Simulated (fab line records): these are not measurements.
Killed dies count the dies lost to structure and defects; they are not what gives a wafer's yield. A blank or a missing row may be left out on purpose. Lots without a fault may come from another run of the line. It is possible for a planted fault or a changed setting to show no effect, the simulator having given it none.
Matching of chambers + flow gf180mcu + GF_POLY_GATE_ETCH_12 on rie diel-01 has 4 sister chambers
The step etches BARC in N2/H2. 16 wafers are shown with their chamber, then 8 later ones without.

EACH WAFER AND ITS CHAMBER
| wafer  | chamber | drypump motor current A (A) | oes product au (a.u.) | throttle valve pct (%) |
|--------|---------|-----------------------------|-----------------------|------------------------|
| L378.2 | 3       | 5.1                         | 0.731                 | 13.211                 |
| L378.5 | 1       | 6.0                         | 0.740                 | 13.206                 |
| L378.6 | 0       | 6.6                         | 0.733                 | 13.212                 |
| L379.1 | 3       | 5.1                         | 0.739                 | 13.220                 |
| L379.3 | 0       | 6.5                         | 0.735                 | 13.225                 |
| L379.4 | 1       | 6.0                         | 0.737                 | 13.211                 |
| L380.2 | 2       | 5.8                         | 0.734                 | 13.211                 |
| L380.5 | 3       | 5.1                         | 0.735                 | 13.224                 |
| L380.6 | 2       | 5.8                         | 0.741                 | 13.216                 |
| L381.1 | 0       | 6.5                         | 0.723                 | 13.210                 |
| L381.3 | 1       | 6.0                         | 0.736                 | 13.221                 |
| L381.6 | 3       | 5.1                         | 0.739                 | 13.222                 |
| L385.2 | 3       | 5.1                         | 0.735                 | 13.216                 |
| L385.5 | 2       | 5.8                         | 0.735                 | 13.198                 |
| L385.6 | 3       | 5.1                         | 0.725                 | 13.214                 |
| L386.3 | 3       | 5.1                         | 0.738                 | 13.209                 |

SIGNATURES (averages over the wafers above)
| reading                 | chamber 0 | chamber 1 | chamber 2 | chamber 3 | scatter within a chamber |
|-------------------------|-----------|-----------|-----------|-----------|--------------------------|
| drypump motor current A | 6.533     | 6.000     | 5.800     | 5.100     | 0.0236                   |
| oes product au          | 0.73033   | 0.73767   | 0.73667   | 0.73457   | 0.00479                  |
| throttle valve pct      | 13.21567  | 13.21267  | 13.20833  | 13.21657  | 0.00715                  |
Rule: for a wafer and a chamber, the distance is found by dividing, reading by reading, the gap between the wafer's reading and the chamber's mean by the reading's scatter, squaring, summing and taking the root. The wafer belongs to the nearest chamber; if the next one is less than 2 further off, it can't be placed. How the scatter is found: for the shown wafers, subtract from each reading the mean of its chamber, square and add these, divide the total by (wafers less chambers), then take the root.

WAFERS WHOSE CHAMBER IS MISSING
| wafer  | drypump motor current A (A) | oes product au (a.u.) | throttle valve pct (%) |
|--------|-----------------------------|-----------------------|------------------------|
| L386.4 | 6.5                         | 0.727                 | 13.211                 |
| L386.6 | 6.5                         | 0.729                 | 13.230                 |
| L388.2 | 5.8                         | 0.739                 | 13.208                 |
| L388.3 | 6.5                         | 0.739                 | 13.211                 |
| L388.5 | 5.8                         | 0.736                 | 13.211                 |
| L399.2 | 5.1                         | 0.724                 | 13.223                 |
| L399.5 | 5.1                         | 0.739                 | 13.213                 |
| L399.6 | 5.8                         | 0.740                 | 13.202                 |

WHICH CHAMBER EACH ONE RAN IN
| wafer  | from the rows above | in truth |
|--------|---------------------|----------|
| L386.4 | 0                   | 0        |
| L386.6 | 0                   | 0        |
| L388.2 | 2                   | 2        |
| L388.3 | 0                   | 0        |
| L388.5 | 2                   | 2        |
| L399.2 | 3                   | 3        |
| L399.5 | 3                   | 3        |
| L399.6 | 2                   | 2        |
8 of 8 placed correctly. Not placeable from these rows: 0. 0 placed wrongly.
